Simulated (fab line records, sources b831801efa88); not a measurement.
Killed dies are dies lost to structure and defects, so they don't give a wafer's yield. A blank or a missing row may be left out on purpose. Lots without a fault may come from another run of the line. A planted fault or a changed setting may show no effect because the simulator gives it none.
Which tool did it? | flow sky130 | 12 lots, 36 wafers sampled, at 2 steps of a route of 708

WHAT THE GAUGES READ, wafer by wafer
SKY_METAL4_OVL_MEAS_14.
lot  | measured     | on         | METAL4_OVL (nm)
L336 | day 41 13:17 | overlay-02 | 5 -9 -11
L337 | day 42 01:56 | overlay-01 | 8 9 -1
L338 | day 42 06:32 | overlay-01 | 8 8 13
L345 | day 44 05:59 | overlay-01 | 0 2 4
L346 | day 44 18:13 | overlay-01 | 3 -4 9
L348 | day 45 06:16 | overlay-01 | 2 -1 8
L349 | day 45 08:28 | overlay-02 | 4 0 9
L351 | day 45 17:59 | overlay-02 | -6 -5 0
L352 | day 46 03:52 | overlay-01 | 9 -3 4
L353 | day 46 14:01 | overlay-01 | 9 8 10
L357 | day 47 04:52 | overlay-01 | 9 -10 -3
L359 | day 47 11:17 | overlay-01 | -2 12 -2

WHICH TOOL RAN EACH LOT (tool, then ch and the chambers of the sampled wafers, then the start)
lot  | SKY_METAL4_SPUTTER_02
L336 | pvd_sputter-03, day 39 11:52
L337 | pvd_sputter-04, day 40 00:26
L338 | pvd_sputter-03, day 40 05:51
L345 | pvd_sputter-03, day 42 06:19
L346 | pvd_sputter-04, day 42 19:47
L348 | pvd_sputter-04, day 43 08:01
L349 | pvd_sputter-01, day 43 10:56
L351 | pvd_sputter-04, day 43 22:11
L352 | pvd_sputter-01, day 44 08:31
L353 | pvd_sputter-01, day 44 20:07
L357 | pvd_sputter-04, day 45 11:16
L359 | pvd_sputter-03, day 45 17:28
- SKY_METAL4_SPUTTER_02: material AlCu, target thk 735 nm, time 39.1 s.

WHAT THE TOOLS THEMSELVES READ (means of the sampled wafers that have a number; where no wafer has one, the mark that the record gives instead)
SKY_METAL4_SPUTTER_02.
lot  | tool           | throttle_valve_pct (%)
L336 | pvd_sputter-03 | 29.0
L337 | pvd_sputter-04 | 28.9
L338 | pvd_sputter-03 | 29.6
L345 | pvd_sputter-03 | 29.5
L346 | pvd_sputter-04 | 28.9
L348 | pvd_sputter-04 | 28.8
L349 | pvd_sputter-01 | 30.0
L351 | pvd_sputter-04 | 29.0
L352 | pvd_sputter-01 | 29.9
L353 | pvd_sputter-01 | 30.3
L357 | pvd_sputter-04 | 29.6
L359 | pvd_sputter-03 | 29.5

THE ANSWER, worked out from the rows above alone
Rule: what is usual is taken from the lots themselves. Put in order of their means at a reading, lots are off if they are a third of the lots or fewer, leave a main group of 4 or more, and stand apart from it by a gap of 3 or more times the standard deviation of the main group's means; of several such gaps the widest counts. A main group whose means are all the same, to the digits that the tables above print for the reading, isn't used. A lot without any number at a reading at which 4 lots or more have one is off too. The other lots that the step has rows for count as sound. The gauges are gone through in route order, then the tools' own readings, and for those a lot's mean is taken as printed above. The first step at which some lot is off is used, and at that step the reading that is off furthest; a lot without a number counts as furthest.
No lot is off at any reading shown: from this, nothing can be told.

WHAT THE SIMULATOR HAD PUT IN
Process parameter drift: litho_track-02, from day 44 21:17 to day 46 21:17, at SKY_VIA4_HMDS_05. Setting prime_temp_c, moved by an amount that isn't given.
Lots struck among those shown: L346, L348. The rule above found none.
